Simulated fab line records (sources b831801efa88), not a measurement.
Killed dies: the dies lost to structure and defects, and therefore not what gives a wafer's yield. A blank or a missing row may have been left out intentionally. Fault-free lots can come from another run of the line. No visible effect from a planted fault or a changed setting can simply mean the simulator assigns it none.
Chamber matching / flow sky130 / SKY_VIA4_ETCH_12 on rieDiel-03 has 4 sister chambers
The step etches SiO2 in C4F8/O2/Ar, stops on TiN, target depth 580 nm. 20 wafers are shown with their chamber, then 10 later ones without.

== WAFERS WITH THEIR CHAMBER ==
wafer=L076.1; chamber=2; oesProductAu (a.u.)=0.925
wafer=L076.3; chamber=0; oesProductAu (a.u.)=0.922
wafer=L076.6; chamber=1; oesProductAu (a.u.)=0.930
wafer=L082.2; chamber=3; oesProductAu (a.u.)=0.927
wafer=L082.3; chamber=2; oesProductAu (a.u.)=0.936
wafer=L082.5; chamber=1; oesProductAu (a.u.)=0.927
wafer=L083.1; chamber=1; oesProductAu (a.u.)=0.934
wafer=L083.3; chamber=3; oesProductAu (a.u.)=0.929
wafer=L083.5; chamber=1; oesProductAu (a.u.)=0.932
wafer=L084.1; chamber=1; oesProductAu (a.u.)=0.934
wafer=L084.2; chamber=0; oesProductAu (a.u.)=0.929
wafer=L084.6; chamber=0; oesProductAu (a.u.)=0.926
wafer=L092.1; chamber=1; oesProductAu (a.u.)=0.921
wafer=L092.2; chamber=3; oesProductAu (a.u.)=0.935
wafer=L092.3; chamber=2; oesProductAu (a.u.)=0.924
wafer=L092.4; chamber=0; oesProductAu (a.u.)=0.922
wafer=L092.5; chamber=2; oesProductAu (a.u.)=0.928
wafer=L092.6; chamber=3; oesProductAu (a.u.)=0.922
wafer=L096.1; chamber=3; oesProductAu (a.u.)=0.932
wafer=L096.2; chamber=0; oesProductAu (a.u.)=0.922

SIGNATURES, as means of the wafers listed above
reading=oesProductAu; chamber 0=0.92420; chamber 1=0.92967; chamber 2=0.92825; chamber 3=0.92900; scatter within a chamber=0.0047
Rule: for each reading, subtract the chamber's mean from the wafer's reading, divide by that reading's scatter and square the result; add these up over the readings and take the root, which gives the wafer's distance from the chamber. If the next closest chamber is less than 2 further off than the closest, the wafer can't be placed; otherwise it belongs to the closest. The scatter: the root of (the sum of the squares of (reading less its chamber's mean) over the shown wafers, divided by (wafers less chambers)).

== WAFERS WITHOUT THEIR CHAMBER ==
wafer=L096.3; oesProductAu (a.u.)=0.917
wafer=L096.4; oesProductAu (a.u.)=0.924
wafer=L096.5; oesProductAu (a.u.)=0.923
wafer=L096.6; oesProductAu (a.u.)=0.925
wafer=L097.1; oesProductAu (a.u.)=0.927
wafer=L097.2; oesProductAu (a.u.)=0.922
wafer=L097.3; oesProductAu (a.u.)=0.925
wafer=L097.4; oesProductAu (a.u.)=0.917
wafer=L097.5; oesProductAu (a.u.)=0.925
wafer=L097.6; oesProductAu (a.u.)=0.920

== EACH ONE'S CHAMBER ==
wafer=L096.3; from the rows above=can't be placed: 0 or 2 or 3 or 1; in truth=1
wafer=L096.4; from the rows above=can't be placed: 0 or 2 or 3 or 1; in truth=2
wafer=L096.5; from the rows above=can't be placed: 0 or 2 or 3 or 1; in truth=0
wafer=L096.6; from the rows above=can't be placed: 0 or 2 or 3 or 1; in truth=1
wafer=L097.1; from the rows above=can't be placed: 2 or 3 or 1 or 0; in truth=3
wafer=L097.2; from the rows above=can't be placed: 0 or 2 or 3 or 1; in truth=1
wafer=L097.3; from the rows above=can't be placed: 0 or 2 or 3 or 1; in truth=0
wafer=L097.4; from the rows above=can't be placed: 0 or 2 or 3 or 1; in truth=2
wafer=L097.5; from the rows above=can't be placed: 0 or 2 or 3 or 1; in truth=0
wafer=L097.6; from the rows above=can't be placed: 0 or 2 or 3 or 1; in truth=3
Correct placement for 0 of the 10. Not placeable from these rows: 10 (in 10, the candidates include the true chamber). Placed wrongly: 0.
